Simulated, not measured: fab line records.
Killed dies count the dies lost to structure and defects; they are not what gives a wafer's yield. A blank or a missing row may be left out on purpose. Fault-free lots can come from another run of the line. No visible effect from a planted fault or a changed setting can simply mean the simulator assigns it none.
One fault through the eyes of 2 desks	flow sky130	every desk sees just its own numbers, and what lay behind them comes last

== FOR THE TOOL OWNER'S DESK: cmp-01 ==
The tool's own readings at SKY_VIA1_CMP_24 (polishes, stops on SiO2, t overpolish 15 s, target thk 0 nm): means of the sampled wafers that have a number, for each lot that ran on this tool. Any lot whose mean is over 4 standard deviations away from the usual mean is out of limits and marked OUT; that distance is given in the brackets.
Columns: A = edge zone pressure frac at SKY_VIA1_CMP_24, usual 1.001; B = head pressure psi at SKY_VIA1_CMP_24, usual 3.502 psi; C = motor current A at SKY_VIA1_CMP_24, usual 11.2 A; D = overpolish run s at SKY_VIA1_CMP_24, usual 15.000 s; E = time to endpoint s at SKY_VIA1_CMP_24, usual 68 s
lot	first seen here	A	B	C	D	E
L741	day 37 22:59	1.004	3.508	10.9	14.993	66
This desk's finding: nothing out of limits on the one lot.

== AT THE METROLOGY DESK ==
What the gauges read, lot by lot, whatever tool the lot ran on: means of the sampled wafers that have a number. Any lot whose mean is over 4 standard deviations away from the usual mean is out of limits and marked OUT; that distance is given in the brackets.
Columns: A = cd nm at SKY_VIA1_CD_MEAS_12, usual 149.2 nm; B = VIA1_OVL at SKY_VIA1_OVL_MEAS_13, usual 3 nm; C = VIA1_W_RS at SKY_VIA1_RS_MEAS_22, usual 0.425 ohm/sq; D = VIA1_W_THK at SKY_VIA1_THK_MEAS_23, usual 276 nm
lot	first seen here	A	B	C	D
L735	day 35 16:49	150.1	5	0.429	273
L741	day 37 21:46	150.3	3	0.426	277
L747	day 39 23:46	147.5	-2	0.433	270
L748	day 40 01:26	146.1	9	0.436	269
L750	day 40 20:37	150.0	5	0.426	274
L752	day 41 03:59	149.6	1	0.430	272
Result from this desk: across the 6 lots, nothing is out of limits.

== BROUGHT TOGETHER ==
The tool owner's desk saw nothing out of limits.
At the metrology desk, nothing out of limits was observed.

== WHAT WAS PUT IN BY THE SIMULATOR ==
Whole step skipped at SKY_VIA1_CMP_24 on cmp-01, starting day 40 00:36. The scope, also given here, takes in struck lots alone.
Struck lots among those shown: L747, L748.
